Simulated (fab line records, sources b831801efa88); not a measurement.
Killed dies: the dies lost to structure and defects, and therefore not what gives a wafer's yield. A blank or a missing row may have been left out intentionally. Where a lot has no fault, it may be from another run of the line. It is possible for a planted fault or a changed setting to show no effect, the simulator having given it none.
fab line records	flow sky130
[record] lots = 6	wafers = 18	lastDay = 50
route steps=708 shown LI_CONTACT@365 PAD_OPEN@708
lots that met no fault: from a run of the same line without faults
startH: hours from the record's opening day to when the first of the lot's shown wafers began	waitH: hours since the lot's step before	" repeats the value in the row above	L1.1+2: a row that stands for several wafers	- either no value or no given start	* or withheld: withheld	< > ~ a bound
route shown NAME@n: names a module that has steps shown in the file, with the first one's number in the route	usual: mean/standard deviation of fault-free wafers	same: alike in all rows	chamber/n: place in a boat	sites: per-site readings	_std_site: standard deviation across them	_edge_site: outer sites' mean less inner sites'	radiusMm: how far each site lies from the wafer's centre	mask NAME#n: copy n	behind: tool/chamber where the wafer was last shaped	hold: why the lot was held/for how many hours/how that ended	device: which transistor (n, p or np) failed to switch	end of line: tests run on the same wafers once the route is complete	a step without rows: its recipe alone	killed: not the wafer's yield, but the dies lost to structure and defects at the first sort	map: shows each die of a wafer: x if killed, . if not, _ if none is there
set.NAME: the setting that was run; set.NAME@STEP: the one run at that earlier step	model.NAME: the simulator's own value behind a step, which no gauge read
a table for each step, a row for each wafer; lots at some steps of the route
services: when a tool's chamber went out of use (startH, in hours from the record's first day, below 0 if earlier), for how many hours, and the reason
[[steps]]
[step SKY_LI_CONTACT_BOW_MEAS_03]
[recipe] mode = bow
[usual] LI_CONTACT_BOW = 56/6.8
lot.wafer	tool	chamber	startH	waitH	LI_CONTACT_BOW[um]
L962.2	filmMetro-03	-	710.94	0.2	40
L962.3	"	-	"	"	37
L962.4	"	-	"	"	58
L963.1	filmMetro-03	-	719.16	0.1	59
L963.4	"	-	"	"	62
L963.6	"	-	"	"	62
L972.2	filmMetro-02	-	785.90	0.2	47
L972.5	"	-	"	"	54
L972.6	"	-	"	"	59
L974.3	filmMetro-03	-	805.32	0.3	52
L974.4	"	-	"	"	49
L974.6	"	-	"	"	64
L975.1	filmMetro-03	-	810.49	0.1	66
L975.2	"	-	"	"	73
L975.3	"	-	"	"	57
L978.1	filmMetro-02	-	829.85	0.2	52
L978.4	"	-	"	"	47
L978.6	"	-	"	"	57
[step SKY_LI_CONTACT_DEHYDRATE_04]
[recipe] tempC = 200	timeS = 60
[step SKY_LI_CONTACT_HMDS_05]
[recipe] primeTimeS = 60	primeTempC = 120
[step SKY_LI_CONTACT_COAT_06]
[recipe] resist = BARC	tempC = withheld	timeS = withheld	spinRpm = 3000	resistThkNm = 60
[step SKY_LI_CONTACT_COAT_07]
[recipe] resist = KrF-thick	spinRpm = 3000	resistThkNm = 450
[step SKY_LI_CONTACT_SOFTBAKE_08]
[recipe] tempC = 100	timeS = 90	resist = KrF-thick
[step SKY_LI_CONTACT_EXPOSE_09]
[recipe] maskId = LICM1	na = 0.8	sourceShape = annular	sigmaInner = 0.55	sigmaOuter = 0.85	targetCdNm = 170	doseMj = 38
[step SKY_LI_CONTACT_PEB_10]
[recipe] pebTempC = withheld	pebTimeS = withheld	resist = KrF-thick
[step SKY_LI_CONTACT_DEVELOP_11]
[recipe] developTimeS = 60	resist = KrF-thick	devTempC = 21
[step SKY_LI_CONTACT_CD_MEAS_12]
[recipe] targetCdNm = 170
[usual] cdNm = 169.7/1.3
lot.wafer	tool	chamber	startH	waitH	cdNm
L962.2	cdSem-01	-	738.63	-	169.9
L962.3	"	-	"	"	171.2
L962.4	"	-	"	"	169.0
L963.1	cdSem-01	-	746.06	-	167.5
L963.4	"	-	"	"	170.0
L963.6	"	-	"	"	169.9
L972.2	cdSem-01	-	811.56	-	168.6
L972.5	"	-	"	"	167.0
L972.6	"	-	"	"	166.9
L974.3	cdSem-01	-	831.78	-	169.9
L974.4	"	-	"	"	170.5
L974.6	"	-	"	"	169.9
L975.1	cdSem-01	-	836.27	-	171.8
L975.2	"	-	"	"	171.1
L975.3	"	-	"	"	172.0
L978.1	cdSem-01	-	856.36	-	168.3
L978.4	"	-	"	"	168.5
L978.6	"	-	"	"	168.5
[step SKY_LI_CONTACT_OVL_MEAS_13]
[usual] LI_CONTACT_OVL = 1/5.5
lot.wafer	tool	chamber	startH	waitH	LI_CONTACT_OVL[nm]
L962.2	overlay-02	-	738.73	0.1	5
L962.3	"	-	"	"	7
L962.4	"	-	"	"	7
L963.1	overlay-02	-	746.18	0.1	-7
L963.4	"	-	"	"	9
L963.6	"	-	"	"	3
L972.2	overlay-02	-	811.66	0.1	2
L972.5	"	-	"	"	2
L972.6	"	-	"	"	0
L974.3	overlay-01	-	831.87	0.1	-3
L974.4	"	-	"	"	-1
L974.6	"	-	"	"	-6
L975.1	overlay-01	-	836.39	0.1	11
L975.2	"	-	"	"	7
L975.3	"	-	"	"	6
L978.1	overlay-01	-	856.48	0.1	7
L978.4	"	-	"	"	4
L978.6	"	-	"	"	4
[step SKY_LI_CONTACT_ETCH_14]
[recipe] chemistry = N2/H2	target = BARC	ionEnergyEv = 200	sourceW = 500	biasW = 100	pressureMtorr = 30	n2FlowSccm = 100	h2FlowSccm = 200	stopOn = SiO2	timeS = 45.9	targetDepthA = 600
[usual] biasW = 100.00/0.28	chamberPressureMTorr = 30.001/0.024	drypumpMotorCurrentA = 6.0/0.45	oesProductAu = 0.855/0.0046	throttleValvePct = 13.225/0.0084
lot.wafer	tool	chamber	startH	waitH	biasW	chamberPressureMTorr	drypumpMotorCurrentA	oesProductAu	rfHoursCounterH	throttleValvePct
L962.2	rieDiel-04	0	738.76	0.0	100.60	29.995	5.6	0.858	4	13.230
L962.3	"	2	"	"	99.99	29.964	6.7	0.863	3	13.212
L962.4	"	0	"	"	100.37	30.008	5.6	0.856	-	13.215
L963.1	rieDiel-04	2	746.21	0.0	99.89	30.036	6.7	0.860	3	13.225
L963.4	"	2	"	"	99.94	29.955	6.7	0.851	-	13.224
L963.6	"	0	"	"	100.11	30.006	5.7	0.863	-	13.214
L972.2	rieDiel-02	2	811.69	0.0	100.19	29.956	5.3	0.854	19	13.202
L972.5	"	0	"	"	99.70	30.004	5.5	0.847	-	13.230
L972.6	"	1	"	"	99.85	29.963	5.9	0.851	-	13.206
L974.3	rieDiel-04	0	831.89	0.0	99.60	29.974	5.6	0.860	7	13.226
L974.4	"	3	"	"	100.29	29.997	6.2	0.856	20	13.244
L974.6	"	3	"	"	99.77	29.997	6.3	0.848	-	13.225
L975.1	rieDiel-04	2	836.43	0.0	99.72	30.013	6.7	0.857	5	13.219
L975.2	"	3	"	"	100.03	30.012	6.2	0.860	21	13.224
L975.3	"	1	"	"	100.09	29.984	6.1	0.859	18	13.231
L978.1	rieDiel-03	0	856.51	0.0	100.25	30.000	5.8	0.857	9	13.238
L978.4	"	2	"	"	100.01	30.026	6.6	0.855	27	13.230
L978.6	"	3	"	"	99.95	30.024	5.4	0.856	-	13.224
[step SKY_LI_CONTACT_ETCH_15]
[recipe] target = PSG	chemistry = C4F8/O2/Ar	stopOn = Si	taperDeg = 4.15	maskMaterial = KrF-thick	sourceW = 1500	biasW = 1200	pressureMtorr = 40	c4f8FlowSccm = withheld	O2_flow_sccm = 6	Ar_flow_sccm = 300	timeS = withheld	targetDepthA = 6000
[usual] biasW = 1200/3.6	chamberPressureMTorr = 40.00/0.035	oesProductAu = 0.837/0.0047
lot.wafer	tool	chamber	startH	waitH	biasW	chamberPressureMTorr	oesProductAu	model.KrF-thick_of_LI_CONTACT_COAT_07.thkNm
L962.2	rieDiel-04	0	738.80	0.0	-	-	-	393.9
L962.3	"	2	"	"	-	-	-	393.8
L962.4	"	0	"	"	-	-	-	394.3
L963.1	rieDiel-04	2	746.25	0.0	-	-	-	392.6
L963.4	"	2	"	"	-	-	-	393.3
L963.6	"	0	"	"	-	-	-	393.5
L972.2	rieDiel-02	2	811.73	0.0	1202	39.99	0.840	229.8
L972.5	"	0	"	"	1199	40.02	0.839	233.2
L972.6	"	1	"	"	1196	39.97	0.846	236.5
L974.3	rieDiel-04	0	831.93	0.0	1203	40.04	0.840	230.3
L974.4	"	3	"	"	1206	40.02	0.829	232.3
L974.6	"	3	"	"	1199	39.94	0.838	233
L975.1	rieDiel-04	2	836.47	0.0	1195	39.99	0.833	233.3
L975.2	"	3	"	"	1201	40.01	0.836	236.4
L975.3	"	1	"	"	1198	39.98	0.841	233.7
L978.1	rieDiel-03	0	856.55	0.0	1200	40.03	0.830	235
L978.4	"	2	"	"	1199	39.96	0.840	237.9
L978.6	"	3	"	"	1200	40.00	0.838	236
[step SKY_LI_CONTACT_STRIP_16]
[recipe] chemistry = O2/N2	powerW = 1400	pressureMtorr = 1500	platenTempC = withheld	o2FlowSccm = 3000	n2FlowSccm = 300	overashFraction = 0.5
[usual] drypumpMotorCurrentA = 6.2/0.41	oesProductAu = 0.376/0.0045	stripTimeToEndpointS = 3.517/0.024
[same] overashFraction = 0.5
lot.wafer	tool	chamber	startH	waitH	drypumpMotorCurrentA	oesProductAu	rfHoursCounterH	stripTimeToEndpointS
L962.2	plasmaAsher-01	1	738.89	-	6.5	0.448	92	5.206
L962.3	"	1	"	"	6.6	0.436	-	5.209
L962.4	"	0	"	"	5.4	0.450	-	5.223
L963.1	plasmaAsher-02	0	746.34	-	6.6	0.451	0	5.190
L963.4	"	1	"	"	6.4	0.448	-	5.223
L963.6	"	1	"	"	6.4	0.451	-	5.205
L972.2	plasmaAsher-03	0	811.82	-	6.0	0.368	38	3.491
L972.5	"	0	"	"	6.0	0.371	-	3.488
L972.6	"	1	"	"	6.4	0.375	-	3.544
L974.3	plasmaAsher-03	0	832.05	-	6.0	0.378	-	3.470
L974.4	"	1	"	"	6.4	0.374	-	3.499
L974.6	"	1	"	"	6.4	0.375	-	3.503
L975.1	plasmaAsher-01	0	836.56	-	5.4	0.369	102	3.513
L975.2	"	1	"	"	6.6	0.383	102	3.551
L975.3	"	0	"	"	5.4	0.373	-	3.526
L978.1	plasmaAsher-01	1	856.64	-	6.5	0.371	104	3.545
L978.4	"	0	"	"	5.4	0.375	-	3.571
L978.6	"	0	"	"	5.4	0.381	-	3.556
[step SKY_LI_CONTACT_CLEAN_17]
[recipe] chemistry = NMP	timeS = 600	tempC = 60	dry = n2Spin
[step SKY_PAD_OPEN_PROBE_99]
[usual] killed_at_M0_to_M3 = 42/6.9	killed_at_M4_up = 3.2/1.7	killedAtContacts = 23/5.5	killedAtFrontEnd = 16/4	killedAtOther = 0.4/0.55	killedDies = 85/9.2	killedOnRim = 16/3.5	killedOpen = 46/6.8	killedShort = 38/6.2
[same] grossDies = 492	killedAtBackSide = 0
lot.wafer	tool	chamber	startH	waitH	killed_at_M0_to_M3	killed_at_M4_up	killedAtContacts	killedAtFrontEnd	killedAtOther	killedDies	killedOnRim	killedOpen	killedShort
L963.1	prober-01	-	1129.17	0.1	45	2	436	9	0	492	96	48	33
L963.4	prober-01	-	1129.32	0.2	36	6	430	20	0	492	96	55	31
L963.6	prober-01	-	1129.42	0.2	46	4	432	10	0	492	96	42	38
L962.2	prober-02	-	1143.46	0.1	69	2	401	20	0	492	96	53	50
L962.3	prober-02	-	1143.51	0.2	43	2	425	21	1	492	96	58	35
L962.4	prober-02	-	1143.56	0.2	37	3	432	20	0	492	96	44	36
// killed by level:class
L963.1 LI_CONTACT:areaEtch=411 LI_CONTACT:geometricParticle:open=9 VIA1:geometricParticle:open=9 VIA2:geometricParticle:open=9 CONTACT:geometricParticle:open=8 METAL2:geometricParticle:short=7 VIA3:geometricParticle:open=5 METAL1:geometricParticle:short=4
L963.4 LI_CONTACT:areaEtch=406 VIA2:geometricParticle:open=10 CONTACT:geometricParticle:open=10 VIA1:geometricParticle:open=9 POLY_GATE:geometricParticle:open=6 FIELD_ISO:geometricParticle:open=5 VIA3:geometricParticle:open=5 METAL4:geometricParticle:short=5
L963.6 LI_CONTACT:areaEtch=412 VIA2:geometricParticle:open=11 CONTACT:geometricParticle:open=10 METAL2:geometricParticle:short=7 VIA2:geometricParticle:short=6 VIA3:geometricParticle:open=6 POLY_GATE:geometricParticle:short=5 VIA1:geometricParticle:open=5
L962.2 LI_CONTACT:areaEtch=389 VIA1:geometricParticle:open=16 METAL2:geometricParticle:short=15 VIA1:geometricParticle:short=9 VIA3:geometricParticle:open=8 METAL1:geometricParticle:short=7 FIELD_ISO:geometricParticle:short=5 LI_CONTACT:geometricParticle:open=5
L962.3 LI_CONTACT:areaEtch=398 VIA1:geometricParticle:open=14 CONTACT:geometricParticle:open=9 LI_CONTACT:geometricParticle:open=9 FIELD_ISO:geometricParticle:open=7 VIA1:geometricParticle:short=7 VIA2:geometricParticle:open=6 FIELD_ISO:geometricParticle:short=5
L962.4 LI_CONTACT:areaEtch=412 LI_CONTACT:geometricParticle:open=8 VIA1:geometricParticle:open=8 FIELD_ISO:geometricParticle:open=7 FIELD_ISO:geometricParticle:short=6 VIA2:geometricParticle:open=5 CONTACT:geometricParticle:open=5 METAL1:geometricParticle:short=4
// map L962.2 (x killed, . not)
__________xxxxxxxxxx_________
________xxxxxxxxxxxxxx_______
______xxxxxxxxxxxxxxxxxx_____
_____xxxxxxxxxxxxxxxxxxxx____
____xxxxxxxxxxxxxxxxxxxxxx___
___xxxxxxxxxxxxxxxxxxxxxxxx__
__xxxxxxxxxxxxxxxxxxxxxxxxxx_
_xxxxxxxxxxxxxxxxxxxxxxxxxxxx
_xxxxxxxxxxxxxxxxxxxxxxxxxxxx
_xxxxxxxxxxxxxxxxxxxxxxxxxxxx
_xxxxxxxxxxxxxxxxxxxxxxxxxxxx
_xxxxxxxxxxxxxxxxxxxxxxxxxxxx
_xxxxxxxxxxxxxxxxxxxxxxxxxxxx
_xxxxxxxxxxxxxxxxxxxxxxxxxxxx
_xxxxxxxxxxxxxxxxxxxxxxxxxxxx
__xxxxxxxxxxxxxxxxxxxxxxxxxx_
___xxxxxxxxxxxxxxxxxxxxxxxx__
____xxxxxxxxxxxxxxxxxxxxxx___
_____xxxxxxxxxxxxxxxxxxxx____
______xxxxxxxxxxxxxxxxxx_____
________xxxxxxxxxxxxxx_______
__________xxxxxxxxxx_________
// map L963.1 (x killed, . not)
__________xxxxxxxxxx_________
________xxxxxxxxxxxxxx_______
______xxxxxxxxxxxxxxxxxx_____
_____xxxxxxxxxxxxxxxxxxxx____
____xxxxxxxxxxxxxxxxxxxxxx___
___xxxxxxxxxxxxxxxxxxxxxxxx__
__xxxxxxxxxxxxxxxxxxxxxxxxxx_
_xxxxxxxxxxxxxxxxxxxxxxxxxxxx
_xxxxxxxxxxxxxxxxxxxxxxxxxxxx
_xxxxxxxxxxxxxxxxxxxxxxxxxxxx
_xxxxxxxxxxxxxxxxxxxxxxxxxxxx
_xxxxxxxxxxxxxxxxxxxxxxxxxxxx
_xxxxxxxxxxxxxxxxxxxxxxxxxxxx
_xxxxxxxxxxxxxxxxxxxxxxxxxxxx
_xxxxxxxxxxxxxxxxxxxxxxxxxxxx
__xxxxxxxxxxxxxxxxxxxxxxxxxx_
___xxxxxxxxxxxxxxxxxxxxxxxx__
____xxxxxxxxxxxxxxxxxxxxxx___
_____xxxxxxxxxxxxxxxxxxxx____
______xxxxxxxxxxxxxxxxxx_____
________xxxxxxxxxxxxxx_______
__________xxxxxxxxxx_________
[[services]]
tool	chamber	startH	hours	kind
plasmaAsher-02	-	733.75	9.0	pm
plasmaAsher-02	0	733.75	9.0	ventCycle
plasmaAsher-02	1	733.75	9.0	ventCycle
rieDiel-04	1	735.20	20.2	repair
plasmaAsher-02	0	742.75	-	clean
plasmaAsher-02	1	742.75	-	clean
plasmaAsher-02	-	745.38	0.4	repair
rieDiel-03	0	745.63	1.4	repair
rieDiel-04	2	786.42	12.8	repair
rieDiel-02	3	806.79	18.7	repair
plasmaAsher-02	-	807.22	0.5	repair
rieDiel-02	-	812.75	14.6	pm
plasmaAsher-03	-	819.56	1.3	repair
rieDiel-04	2	828.72	3.1	repair
rieDiel-02	3	856.46	-	clean
rieDiel-02	3	856.46	15.2	scheduledDown
rieDiel-02	3	856.46	15.2	ventCycle
[[key]]
[firstSign] step = SKY_LI_CONTACT_ETCH_15	reading = toolRecord	direction = missing
[effect] step = SKY_LI_CONTACT_STRIP_16	reading = stripTimeToEndpointS	direction = up	sigmas = 70	usual = *	struck = *
[effect] step = SKY_PAD_OPEN_PROBE_99	reading = killedAtContacts	direction = up	sigmas = 74	usual = 23	struck = 426
[modelEffect] step = SKY_LI_CONTACT_ETCH_15	value = KrF-thick_of_LI_CONTACT_COAT_07.thkNm	without = 233.4	struck = 393.5
[moreKillsBornAt] SKY_LI_CONTACT_ETCH_15@rieDiel-04 = 2428
metAt SKY_LI_CONTACT_ETCH_15
struckWafers L962.2,L962.3,L962.4,L963.1,L963.4,L963.6
laterRowsLeftOut L962.2,L962.3,L962.4,L963.1,L963.4,L963.6
testerLeftOut L962,L963
[fault] kind = skippedStepWhole	tool = rieDiel-04	chamber = -	onsetH = 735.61	steps = SKY_LI_CONTACT_ETCH_15	scope = struckLotsOnly
// testerLeftOut: of these lots the tester's yield and bins aren't shown, on N5 and GAA mostly nor the transistor test; their killed dies are dies lost to structure and defects alone, not to doping, threshold or leakage, so they don't give the yield
// laterRowsLeftOut: the simulator's readings of these wafers behind a module that went badly wrong aren't trusted and aren't shown, but for the sort
